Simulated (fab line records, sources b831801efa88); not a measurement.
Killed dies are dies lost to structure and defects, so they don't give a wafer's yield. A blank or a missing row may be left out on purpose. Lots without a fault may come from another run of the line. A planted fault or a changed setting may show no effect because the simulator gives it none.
Which tool did it? | flow gf180mcu | 12 lots, 36 wafers sampled, at 5 steps of a route of 602

WHAT THE GAUGES READ, wafer by wafer
GF_V4_OVL_MEAS_15.
lot  | measured     | on         | V4_OVL (nm)
L492 | day 25 08:47 | overlay-02 | -4 -3 6
L494 | day 25 16:30 | overlay-02 | 0 -10 -1
L493 | day 25 19:38 | overlay-02 | -7 -4 -4
L495 | day 26 01:43 | overlay-02 | 2 6 -7
L496 | day 26 11:53 | overlay-01 | -8 4 3
L498 | day 27 02:12 | overlay-02 | 4 -2 -1
L501 | day 27 20:25 | overlay-02 | 5 1 -1
L503 | day 28 07:22 | overlay-02 | 3 10 -3
L505 | day 28 22:38 | overlay-02 | 6 10 -5
L507 | day 29 10:54 | overlay-02 | 7 -1 0
L511 | day 30 15:26 | overlay-02 | 5 7 4
L513 | day 31 02:11 | overlay-01 | 10 -4 -7

GF_V5_THK_MEAS_01.
lot  | measured     | on            | V5_CVD_00_THK (nm)
L492 | day 27 05:28 | film_metro-03 | 316 320 312
L494 | day 27 13:18 | film_metro-04 | 315 312 314
L493 | day 27 16:12 | film_metro-04 | 317 320 317
L495 | day 27 20:20 | film_metro-03 | 321 319 318
L496 | day 28 07:19 | film_metro-03 | 313 314 316
L498 | day 28 21:17 | film_metro-04 | 317 319 317
L501 | day 29 14:17 | film_metro-02 | 308 312 310
L503 | day 30 01:03 | film_metro-02 | 312 317 314
L505 | day 30 15:14 | film_metro-03 | 311 312 309
L507 | day 31 03:21 | film_metro-02 | 312 310 309
L511 | day 32 05:26 | film_metro-03 | 252 254 251
L513 | day 32 16:05 | film_metro-04 | 252 247 248

WHICH TOOL RAN EACH LOT (tool, then ch and the chambers of the sampled wafers, then the start)
lot  | GF_MIM_SPUTTER_01            | GF_MIM_STRIP_20                      | GF_V5_CVD_00
L492 | pvd_sputter-02, day 25 10:22 | plasma_asher-02 ch 0,1, day 26 07:03 | hdpcvd-01 ch 1,2, day 27 05:25
L494 | pvd_sputter-04, day 25 18:07 | plasma_asher-03 ch 0,1, day 26 15:13 | hdpcvd-01 ch 0,1,2, day 27 13:15
L493 | pvd_sputter-01, day 25 21:08 | plasma_asher-02 ch 0,1, day 26 18:07 | hdpcvd-01 ch 0,1,2, day 27 16:08
L495 | pvd_sputter-04, day 26 03:12 | plasma_asher-01 ch 0,1, day 26 23:42 | hdpcvd-01 ch 0,1, day 27 20:17
L496 | pvd_sputter-01, day 26 13:24 | plasma_asher-03 ch 0,1, day 27 09:44 | hdpcvd-01 ch 0,2, day 28 07:15
L498 | pvd_sputter-02, day 27 03:41 | plasma_asher-02 ch 0,1, day 27 23:46 | hdpcvd-02 ch 0,1,2, day 28 21:14
L501 | pvd_sputter-04, day 27 22:18 | plasma_asher-02 ch 0,1, day 28 18:07 | hdpcvd-01 ch 0,1,2, day 29 14:14
L503 | pvd_sputter-02, day 28 09:00 | plasma_asher-01 ch 0, day 29 04:28   | hdpcvd-02 ch 0,1,2, day 30 01:00
L505 | pvd_sputter-04, day 29 00:09 | plasma_asher-02 ch 0,1, day 29 19:03 | hdpcvd-01 ch 0,1,2, day 30 15:11
L507 | pvd_sputter-01, day 29 12:48 | plasma_asher-02 ch 0,1, day 30 07:54 | hdpcvd-01 ch 0,1, day 31 03:18
L511 | pvd_sputter-01, day 30 16:57 | plasma_asher-02 ch 0,1, day 31 11:01 | hdpcvd-01 ch 0,1,2, day 32 05:24
L513 | pvd_sputter-02, day 31 03:41 | plasma_asher-01 ch 0,1, day 31 21:37 | hdpcvd-01 ch 0,1, day 32 16:02
- GF_MIM_SPUTTER_01: material TiN, target thk 30 nm, time 25 s.
- GF_MIM_STRIP_20: strips in O2/N2.
- GF_V5_CVD_00: deposits SiO2, target thk 300 nm, time 52.32 s.

WHAT THE TOOLS THEMSELVES READ (means of the sampled wafers that have a number; where no wafer has one, the mark that the record gives instead)
GF_MIM_SPUTTER_01.
lot  | tool           | throttle_valve_pct (%)
L492 | pvd_sputter-02 | 30.0
L494 | pvd_sputter-04 | 30.5
L493 | pvd_sputter-01 | 30.4
L495 | pvd_sputter-04 | 30.9
L496 | pvd_sputter-01 | 30.1
L498 | pvd_sputter-02 | 30.0
L501 | pvd_sputter-04 | 29.5
L503 | pvd_sputter-02 | 31.4
L505 | pvd_sputter-04 | 30.9
L507 | pvd_sputter-01 | 30.2
L511 | pvd_sputter-01 | 30.9
L513 | pvd_sputter-02 | 30.0

GF_MIM_STRIP_20.
lot  | tool            | drypump_motor_current_A (A) | heater_power_w (W) | oes_product_au (a.u.) | strip_time_to_endpoint_s (s)
L492 | plasma_asher-02 | 6.1                         | 325                | 0.694                 | 11.23
L494 | plasma_asher-03 | 6.2                         | 310                | 0.695                 | 11.20
L493 | plasma_asher-02 | 6.1                         | 322                | 0.696                 | 11.26
L495 | plasma_asher-01 | 5.9                         | 299                | 0.693                 | 11.22
L496 | plasma_asher-03 | 5.9                         | 335                | 0.694                 | 11.22
L498 | plasma_asher-02 | 6.1                         | 321                | 0.694                 | 11.27
L501 | plasma_asher-02 | 6.1                         | 321                | 0.688                 | 11.23
L503 | plasma_asher-01 | 6.0                         | 297                | 0.688                 | 11.17
L505 | plasma_asher-02 | 6.1                         | 320                | 0.698                 | 11.31
L507 | plasma_asher-02 | 6.1                         | 325                | 0.690                 | 11.20
L511 | plasma_asher-02 | 6.1                         | 320                | 0.688                 | 11.16
L513 | plasma_asher-01 | 5.8                         | 304                | 0.694                 | 11.30

THE ANSWER, worked out from the rows above alone
Rule: what is usual is taken from the lots themselves. Put in order of their means at a reading, lots are off if they are a third of the lots or fewer, leave a main group of 4 or more, and stand apart from it by a gap of 3 or more times the standard deviation of the main group's means; of several such gaps the widest counts. A main group whose means are all the same, to the digits that the tables above print for the reading, isn't used. A lot without any number at a reading at which 4 lots or more have one is off too. The other lots that the step has rows for count as sound. The gauges are gone through in route order, then the tools' own readings, and for those a lot's mean is taken as printed above. The first step at which some lot is off is used, and at that step the reading that is off furthest; a lot without a number counts as furthest.
Off: L511, L513, at GF_V5_THK_MEAS_01 (V5_CVD_00_THK). The main group: mean 314 nm, standard deviation 3.2.
A tool fits if, at a process step before that reading, it ran every lot that is off, and no sound lot after the first of them. The gauges at GF_V5_THK_MEAS_01 are tried like those tools. One fits: hdpcvd-01 at GF_V5_CVD_00. Its last sound lot is L507 (day 31 03:18), its first lot that is off L511 (day 32 05:24): a fault that began between those two fits.

WHAT THE SIMULATOR HAD PUT IN
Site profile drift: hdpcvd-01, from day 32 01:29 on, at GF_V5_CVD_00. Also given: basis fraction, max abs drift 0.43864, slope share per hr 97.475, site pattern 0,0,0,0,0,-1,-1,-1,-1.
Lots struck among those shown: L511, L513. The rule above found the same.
